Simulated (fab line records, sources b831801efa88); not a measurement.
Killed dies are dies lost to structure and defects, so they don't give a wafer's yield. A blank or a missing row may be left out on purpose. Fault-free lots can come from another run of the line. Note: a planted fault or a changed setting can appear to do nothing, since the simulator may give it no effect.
Chamber matching || flow gf180mcu || GF_V5_CVD_02 on pecvd-01 has 3 sister chambers
The step deposits SiO2 from TEOS, target thk 1450 nm, time 163.28 s. 20 wafers are shown with their chamber, then 10 later ones without.

WAFERS WITH THEIR CHAMBER
{"wafer": "L370.4", "chamber": 0, "heater-power-w (W)": 634}
{"wafer": "L370.5", "chamber": 2, "heater-power-w (W)": 505}
{"wafer": "L370.6", "chamber": 1, "heater-power-w (W)": 603}
{"wafer": "L372.1", "chamber": 1, "heater-power-w (W)": 564}
{"wafer": "L372.4", "chamber": 1, "heater-power-w (W)": 587}
{"wafer": "L372.5", "chamber": 1, "heater-power-w (W)": 471}
{"wafer": "L373.2", "chamber": 0, "heater-power-w (W)": 661}
{"wafer": "L373.3", "chamber": 1, "heater-power-w (W)": 514}
{"wafer": "L373.6", "chamber": 1, "heater-power-w (W)": 570}
{"wafer": "L374.2", "chamber": 2, "heater-power-w (W)": 620}
{"wafer": "L374.3", "chamber": 1, "heater-power-w (W)": 578}
{"wafer": "L374.5", "chamber": 0, "heater-power-w (W)": 803}
{"wafer": "L375.2", "chamber": 2, "heater-power-w (W)": 638}
{"wafer": "L375.5", "chamber": 2, "heater-power-w (W)": 514}
{"wafer": "L375.6", "chamber": 0, "heater-power-w (W)": 640}
{"wafer": "L376.1", "chamber": 2, "heater-power-w (W)": 629}
{"wafer": "L376.2", "chamber": 1, "heater-power-w (W)": 525}
{"wafer": "L376.4", "chamber": 0, "heater-power-w (W)": 648}
{"wafer": "L386.1", "chamber": 1, "heater-power-w (W)": 510}
{"wafer": "L386.2", "chamber": 0, "heater-power-w (W)": 716}

SIGNATURES (means of the wafers above)
{"reading": "heater-power-w", "chamber 0": 683.67, "chamber 1": 546.89, "chamber 2": 581.20, "scatter within a chamber": 56.4}
Rule: distance of a wafer from a chamber = root of the sum over the readings of ((wafer's reading minus chamber's mean) / reading's scatter) squared. If the next closest chamber is less than 2 further off than the closest, the wafer can't be placed; otherwise it belongs to the closest. The scatter: the root of (the sum of the squares of (reading less its chamber's mean) over the shown wafers, divided by (wafers less chambers)).

WAFERS WHOSE CHAMBER IS MISSING
{"wafer": "L386.6", "heater-power-w (W)": 575}
{"wafer": "L389.1", "heater-power-w (W)": 526}
{"wafer": "L389.2", "heater-power-w (W)": 757}
{"wafer": "L389.4", "heater-power-w (W)": 590}
{"wafer": "L391.1", "heater-power-w (W)": 509}
{"wafer": "L391.3", "heater-power-w (W)": 577}
{"wafer": "L391.4", "heater-power-w (W)": 782}
{"wafer": "L392.3", "heater-power-w (W)": 805}
{"wafer": "L392.4", "heater-power-w (W)": 665}
{"wafer": "L392.6", "heater-power-w (W)": 571}

WHICH CHAMBER EACH ONE RAN IN
{"wafer": "L386.6", "from the rows above": "can't be placed: 2 or 1 or 0", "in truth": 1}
{"wafer": "L389.1", "from the rows above": "can't be placed: 1 or 2", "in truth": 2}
{"wafer": "L389.2", "from the rows above": "can't be placed: 0 or 2", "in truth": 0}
{"wafer": "L389.4", "from the rows above": "can't be placed: 2 or 1 or 0", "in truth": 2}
{"wafer": "L391.1", "from the rows above": "can't be placed: 1 or 2", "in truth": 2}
{"wafer": "L391.3", "from the rows above": "can't be placed: 2 or 1 or 0", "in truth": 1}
{"wafer": "L391.4", "from the rows above": "can't be placed: 0 or 2", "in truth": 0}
{"wafer": "L392.3", "from the rows above": "can't be placed: 0 or 2", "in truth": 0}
{"wafer": "L392.4", "from the rows above": "can't be placed: 0 or 2 or 1", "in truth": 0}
{"wafer": "L392.6", "from the rows above": "can't be placed: 2 or 1 or 0", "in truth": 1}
Placed correctly: 0 of 10. Unplaceable from these rows: 10, with the true chamber sitting among the candidates in 10. Wrongly placed: 0.
